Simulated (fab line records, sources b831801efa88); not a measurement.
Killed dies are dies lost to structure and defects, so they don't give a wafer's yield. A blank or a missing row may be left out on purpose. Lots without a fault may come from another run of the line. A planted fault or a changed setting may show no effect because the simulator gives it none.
fab line records | flow gf180mcu
record lots=6 wafers=18 last_day=33
route steps=602 shown HV_LDD@234 NSD@235 PSD@248
lots that met no fault: from a run of the same line without faults
start_h: hours from the record's first day to the start of the lot's first wafer shown | wait_h: hours since the lot's step before | " the same as in the row above | L1.1+2: a row that stands for several wafers | - no value, or no start given | * or withheld: withheld | < > ~ a bound
route shown NAME@n: a module of which the file shows steps, and the number in the route of the first | usual: mean/standard deviation of fault-free wafers | same: alike in all rows | chamber/n: place in a boat | sites: the reading at each site | _std_site: their standard deviation | _edge_site: outer sites' mean less inner sites' | radius_mm: how far each site lies from the wafer's centre | mask NAME#n: copy n | behind: the tool/chamber that last shaped the wafer | hold: why the lot was held/for how many hours/how that ended | device: the transistor (n, p or np) that didn't switch | end of line: the same wafers' tests at the end of the route | a step without rows: its recipe alone | killed: dies lost to structure and defects at the first sort, not the wafer's yield | map: a wafer's dies, x killed, . not, _ none there
set.NAME: the setting as run; set.NAME@STEP: as run at that earlier step | model.NAME: the simulator's own value behind a step, which no gauge read
lots at some steps of the route; a table a step, a row a wafer
services: from which hour (start_h, from the record's first day; less than 0 if before it) a tool's chamber was out of use, for how many hours, and why
## steps
# step GF_HV_LDD_ETCHBACK_58
# recipe chemistry=CH3F/O2 target=Si3N4 stop_on=SiO2 source_w=400 bias_w=80 pressure_mtorr=25 ch3f_flow_sccm=40 O2_flow_sccm=30 time_s=100 target_depth_a=900
# usual ch3f_flow_sccm=40.02/0.11 drypump_motor_current_A=5.81/0.28 oes_product_au=0.842/0.0068 throttle_valve_pct=10.560/0.0086
# columns lot.wafer tool chamber start_h wait_h ch3f_flow_sccm drypump_motor_current_A oes_product_au rf_hours_counter_h throttle_valve_pct
L260.1 rie_diel-02 1 281.50 0.1 40.09 6.06 0.836 28 10.557
L260.4 " 0 " " 39.70 5.94 0.839 105 10.568
L260.5 " 0 " " 39.87 5.97 0.840 - 10.570
L268.2 rie_diel-01 2 351.70 0.0 40.05 6.14 0.848 60 10.560
L268.3 " 0 " " 40.21 5.89 0.835 5 10.573
L268.6 " 2 " " 39.99 6.11 0.848 - 10.566
L273.1 rie_diel-01 3 388.50 0.1 40.04 6.20 0.842 94 10.552
L273.3 " 0 " " 39.99 5.89 0.846 6 10.571
L273.6 " 3 " " 40.10 6.20 0.841 - 10.556
L274.1 rie_diel-01 1 394.79 0.1 40.04 5.84 0.837 107 10.559
L274.2 " 0 " " 40.15 5.83 0.839 6 10.538
L274.3 " 3 " " 40.09 6.19 0.845 94 10.556
L275.1 rie_diel-04 2 406.96 0.1 40.07 5.36 0.847 37 10.561
L275.2 " 3 " " 39.92 5.41 0.847 92 10.545
L275.4 " 3 " " 39.89 5.40 0.840 - 10.559
L277.1 rie_diel-04 3 423.26 0.1 39.97 5.43 0.836 92 10.571
L277.2 " 0 " " 40.04 6.00 0.834 4 10.551
L277.3 " 2 " " 40.10 5.38 0.840 38 10.555
# step GF_NSD_DEHYDRATE_00
# recipe temp_c=200 time_s=60
# step GF_NSD_HMDS_01
# recipe prime_time_s=60 prime_temp_c=120
# step GF_NSD_COAT_02
# recipe resist=NOVOLAK spin_rpm=3000 resist_thk_nm=1000
# step GF_NSD_SOFTBAKE_03
# recipe temp_c=90 time_s=60 resist=NOVOLAK
# step GF_NSD_EXPOSE_04
# recipe mask_id=Nplus target_cd_nm=400 na=0.6 source_shape=conventional sigma_outer=0.6 dose_mj=140
# step GF_NSD_PEB_05
# recipe temp_c=withheld time_s=* resist=NOVOLAK
# step GF_NSD_DEVELOP_06
# recipe develop_time_s=60 dev_temp_c=23
# step GF_NSD_CD_MEAS_07
# recipe target_cd_nm=400
# usual cd_nm=399.2/2.3
# columns lot.wafer tool chamber start_h wait_h cd_nm
L260.1 cd_sem-02 - 300.97 0.1 397.1
L260.4 " - " " 396.3
L260.5 " - " " 399.2
L268.2 cd_sem-02 - 373.14 0.1 402.5
L268.3 " - " " 401.7
L268.6 " - " " 403.8
L273.1 cd_sem-02 - 412.13 0.1 398.3
L273.3 " - " " 399.8
L273.6 " - " " 398.0
L274.1 cd_sem-02 - 417.78 0.1 397.6
L274.2 " - " " 399.0
L274.3 " - " " 399.7
L275.1 cd_sem-02 - 430.33 0.1 396.5
L275.2 " - " " 397.7
L275.4 " - " " 398.3
L277.1 cd_sem-02 - 447.63 0.1 399.6
L277.2 " - " " 400.5
L277.3 " - " " 396.2
# step GF_NSD_OVL_MEAS_08
# usual NSD_OVL=0.3/1.6
# columns lot.wafer tool chamber start_h wait_h NSD_OVL[nm]
L260.1 overlay-02 - 301.09 0.1 -0.7
L260.4 " - " " -0.4
L260.5 " - " " -0.7
L268.2 overlay-01 - 373.24 0.1 1.9
L268.3 " - " " -0.8
L268.6 " - " " -1.7
L273.1 overlay-02 - 412.25 0.1 0.7
L273.3 " - " " 2.0
L273.6 " - " " 0.9
L274.1 overlay-01 - 417.90 0.1 0.6
L274.2 " - " " -0.7
L274.3 " - " " 0.9
L275.1 overlay-01 - 430.45 0.1 -1.0
L275.2 " - " " -1.8
L275.4 " - " " -1.4
L277.1 overlay-02 - 447.75 0.1 1.8
L277.2 " - " " 1.5
L277.3 " - " " 1.2
# step GF_NSD_IMPLANT_09
# recipe species=As energy_kev=60 dose_cm2=4e+15 tilt_deg=7
# step GF_NSD_IMPLANT_10
# recipe species=P energy_kev=40 dose_cm2=5e+14 tilt_deg=7
# step GF_NSD_STRIP_11
# recipe chemistry=O2/N2 power_w=1400 pressure_mtorr=1500 platen_temp_c=250 o2_flow_sccm=3000 n2_flow_sccm=300 overash_fraction=0.5
# usual chamber_pressure_mTorr=1500.2/1.3 drypump_motor_current_A=5.8/0.52 heater_power_w=346/33 oes_product_au=0.486/0.0039 strip_time_to_endpoint_s=22.96/0.036
# columns lot.wafer tool chamber start_h wait_h chamber_pressure_mTorr drypump_motor_current_A heater_power_w oes_product_au rf_hours_counter_h strip_time_to_endpoint_s model.NOVOLAK_of_NSD_COAT_02.thk_nm
L260.1 plasma_asher-01 1 301.42 0.1 1499.3 5.2 378 0.481 17 22.95 0
L260.4 " 1 " " 1498.6 5.2 365 0.480 - 22.95 0
L260.5 " 0 " " 1499.6 5.5 320 0.492 - 22.93 0
L268.2 plasma_asher-03 0 373.57 0.1 1499.2 6.3 346 0.487 58 23.00 0
L268.3 " 1 " " 1497.1 6.7 377 0.489 - 23.02 0
L268.6 " 0 " " 1500.7 6.3 357 0.486 - 22.99 0
L273.1 plasma_asher-01 1 412.58 0.1 - - - - - - 1002
L273.3 " 0 " " - - - - - - 1001
L273.6 " 0 " " - - - - - - 999.6
L274.1 plasma_asher-01 1 418.23 0.1 - - - - - - 999.4
L274.2 " 0 " " - - - - - - 1002
L274.3 " 1 " " - - - - - - 997.4
L275.1 plasma_asher-04 1 430.78 0.1 1499.3 5.3 290 0.488 85 22.97 0
L275.2 " 0 " " 1499.3 6.0 373 0.481 85 22.96 0
L275.4 " 1 " " 1497.1 5.3 296 0.485 - 23.00 0
L277.1 plasma_asher-03 0 448.08 0.1 1501.0 6.3 345 0.487 66 22.99 0
L277.2 " 1 " " 1500.3 6.7 373 0.483 66 22.96 0
L277.3 " 1 " " 1500.0 6.7 369 0.486 - 22.99 0
# step GF_NSD_TW_MEAS_12
# usual NSD_TW=4198/49
# columns lot.wafer tool chamber start_h wait_h NSD_TW
L260.1 film_metro-03 - 301.52 0.1 4276
L260.4 " - " " 4268
L260.5 " - " " 4280
L268.2 film_metro-01 - 373.68 0.1 4168
L268.3 " - " " 4179
L268.6 " - " " 4186
L273.1 film_metro-01 - 412.68 0.1 4166
L273.3 " - " " 4192
L273.6 " - " " 4187
L274.1 film_metro-03 - 418.33 0.1 4288
L274.2 " - " " 4303
L274.3 " - " " 4279
L275.1 film_metro-01 - 430.88 0.1 4181
L275.2 " - " " 4164
L275.4 " - " " 4170
L277.1 film_metro-01 - 448.18 0.1 4171
L277.2 " - " " 4188
L277.3 " - " " 4153
# step GF_PSD_DEHYDRATE_00
# recipe temp_c=200 time_s=60
# step GF_PSD_HMDS_01
# recipe prime_time_s=60 prime_temp_c=120
# step GF_PSD_COAT_02
# recipe resist=NOVOLAK spin_rpm=3000 resist_thk_nm=1000
# step GF_PSD_SOFTBAKE_03
# recipe temp_c=90 time_s=60 resist=NOVOLAK
# step GF_PSD_EXPOSE_04
# recipe mask_id=Pplus target_cd_nm=400 na=0.6 source_shape=conventional sigma_outer=0.6 dose_mj=140
# step GF_PSD_PEB_05
# recipe temp_c=withheld time_s=* resist=NOVOLAK
# step GF_PSD_DEVELOP_06
# recipe develop_time_s=60 dev_temp_c=23
# step GF_PSD_CD_MEAS_07
# recipe target_cd_nm=400
# usual cd_nm=400.0/2.1
# columns lot.wafer tool chamber start_h wait_h cd_nm
L260.1 cd_sem-02 - 321.88 0.1 400.7
L260.4 " - " " 400.7
L260.5 " - " " 401.4
L268.2 cd_sem-01 - 396.65 0.1 401.0
L268.3 " - " " 399.4
L268.6 " - " " 401.2
L273.1 cd_sem-02 - 436.37 0.3 400.5
L273.3 " - " " 403.0
L273.6 " - " " 402.0
L274.1 cd_sem-02 - 441.82 0.1 395.5
L274.2 " - " " 394.2
L274.3 " - " " 394.0
L275.1 cd_sem-02 - 455.17 0.1 401.1
L275.2 " - " " 402.2
L275.4 " - " " 401.5
L277.1 cd_sem-02 - 471.97 0.1 403.1
L277.2 " - " " 401.2
L277.3 " - " " 400.5
# step GF_PSD_OVL_MEAS_08
# usual PSD_OVL=0.7/1.2
# columns lot.wafer tool chamber start_h wait_h PSD_OVL[nm]
L260.1 overlay-01 - 322.00 0.1 2.4
L260.4 " - " " -0.9
L260.5 " - " " -0.2
L268.2 overlay-01 - 396.76 0.1 0.2
L268.3 " - " " 1.7
L268.6 " - " " -1.4
L273.1 overlay-01 - 436.49 0.1 1.7
L273.3 " - " " 0.0
L273.6 " - " " 0.2
L274.1 overlay-01 - 441.94 0.1 1.2
L274.2 " - " " 1.1
L274.3 " - " " 1.5
L275.1 overlay-01 - 455.29 0.1 -0.5
L275.2 " - " " 0.1
L275.4 " - " " -0.3
L277.1 overlay-01 - 472.09 0.1 -0.9
L277.2 " - " " -0.1
L277.3 " - " " -0.8
# step GF_PSD_IMPLANT_09
# recipe species=BF2 energy_kev=40 dose_cm2=1.5e+15 tilt_deg=7
# step GF_PSD_STRIP_10
# recipe chemistry=O2/N2 power_w=1400 pressure_mtorr=1500 platen_temp_c=250 o2_flow_sccm=3000 n2_flow_sccm=300 overash_fraction=0.5
# usual chamber_pressure_mTorr=1500.1/1.3 drypump_motor_current_A=5.6/0.41 heater_power_w=357/32 oes_product_au=0.592/0.0043 strip_time_to_endpoint_s=16.53/0.032
# columns lot.wafer tool chamber start_h wait_h chamber_pressure_mTorr drypump_motor_current_A heater_power_w oes_product_au rf_hours_counter_h strip_time_to_endpoint_s
L260.1 plasma_asher-02 0 322.19 0.1 1500.6 5.7 336 0.584 63 16.59
L260.4 " 0 " " 1498.8 5.6 337 0.594 - 16.55
L260.5 " 0 " " 1500.3 5.7 345 0.589 - 16.55
L268.2 plasma_asher-01 0 396.98 0.1 1497.3 5.6 327 0.587 26 16.50
L268.3 " 0 " " 1500.0 5.6 314 0.589 - 16.47
L268.6 " 0 " " 1501.2 5.6 311 0.591 - 16.48
L273.1 plasma_asher-01 1 436.67 0.1 1500.5 5.2 375 0.654 31 31.45
L273.3 " 1 " " 1500.7 5.2 366 0.645 - 31.45
L273.6 " 1 " " 1501.3 5.2 380 0.656 - 31.44
L274.1 plasma_asher-01 1 442.12 0.1 1499.7 5.2 383 0.653 31 31.49
L274.2 " 0 " " 1500.7 5.5 322 0.659 31 31.53
L274.3 " 1 " " 1499.3 5.2 372 0.663 - 31.44
L275.1 plasma_asher-01 1 455.47 0.1 1498.0 5.2 383 0.605 33 16.48
L275.2 " 0 " " 1499.5 5.5 314 0.590 33 16.48
L275.4 " 1 " " 1498.0 5.2 381 0.598 - 16.48
L277.1 plasma_asher-02 1 472.27 0.1 1501.8 5.5 401 0.602 4 16.53
L277.2 " 0 " " 1500.0 5.6 321 0.597 4 16.49
L277.3 " 1 " " 1499.9 5.5 404 0.596 - 16.53
# step GF_PSD_TW_MEAS_11
# usual PSD_TW=3150/38
# columns lot.wafer tool chamber start_h wait_h PSD_TW
L260.1 film_metro-03 - 322.29 0.1 3176
L260.4 " - " " 3178
L260.5 " - " " 3202
L268.2 film_metro-01 - 397.09 0.1 3132
L268.3 " - " " 3107
L268.6 " - " " 3105
L273.1 film_metro-01 - 436.77 0.1 29
L273.3 " - " " 29
L273.6 " - " " 30
L274.1 film_metro-03 - 442.22 0.1 30
L274.2 " - " " 30
L274.3 " - " " 30
L275.1 film_metro-03 - 455.57 0.1 3209
L275.2 " - " " 3197
L275.4 " - " " 3195
L277.1 film_metro-04 - 472.37 0.1 3120
L277.2 " - " " 3118
L277.3 " - " " 3135
# step GF_PSD_CLEAN_12
# recipe chemistry=SC1/SC2 mix=1:4:20 temp_c=70 time_s=150 dry=n2_spin
## services
# columns tool chamber start_h hours kind
rie_diel-04 0 287.77 10.7 repair
rie_diel-01 3 289.46 3.7 repair
plasma_asher-03 - 291.89 1.6 repair
rie_diel-02 0 301.57 7.3 repair
rie_diel-04 3 303.34 19.4 repair
rie_diel-01 0 318.16 3.9 repair
plasma_asher-04 - 327.30 4.3 pm
rie_diel-02 2 334.26 - clean
rie_diel-02 1 343.63 4.1 repair
rie_diel-01 3 349.70 5.2 repair
rie_diel-04 2 363.70 23.0 repair
plasma_asher-01 - 378.44 1.5 repair
rie_diel-01 3 395.75 5.3 repair
rie_diel-04 1 400.08 24.6 repair
rie_diel-01 1 418.34 - clean
rie_diel-01 1 418.34 17.0 scheduled_down
rie_diel-01 1 418.34 17.0 vent_cycle
plasma_asher-02 - 421.25 9.0 pm
plasma_asher-02 0 421.25 9.0 vent_cycle
plasma_asher-02 1 421.25 9.0 vent_cycle
plasma_asher-02 0 430.25 - clean
plasma_asher-02 1 430.25 - clean
rie_diel-04 0 434.40 9.7 repair
plasma_asher-04 - 434.64 5.0 repair
## key
first_sign step=GF_NSD_STRIP_11 reading=tool_record direction=missing
effect step=GF_PSD_STRIP_10 reading=strip_time_to_endpoint_s direction=up sigmas=99+ usual=* struck=*
effect step=GF_PSD_TW_MEAS_11 reading=PSD_TW direction=down sigmas=83 usual=3150 struck=30
model_effect step=GF_NSD_STRIP_11 value=NOVOLAK_of_NSD_COAT_02.thk_nm without=0 struck=1000
met_at GF_NSD_STRIP_11
struck_wafers L273.1,L273.3,L273.6,L274.1,L274.2,L274.3
sort_left_out L273.1,L273.3,L273.6,L274.1,L274.2,L274.3
tester_left_out L273,L274
onset_between 301.42 412.58
fault kind=skipped_step_whole tool=plasma_asher-01 chamber=- onset_h=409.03 steps=GF_NSD_STRIP_11 scope=struck_lots_only
# tester_left_out: of these lots the tester's yield and bins aren't shown, on N5 and GAA mostly nor the transistor test; their killed dies are dies lost to structure and defects alone, not to doping, threshold or leakage, so they don't give the yield
# sort_left_out: the simulated sort isn't trusted on such a fault, so these wafers' sort isn't shown, and their yield isn't known
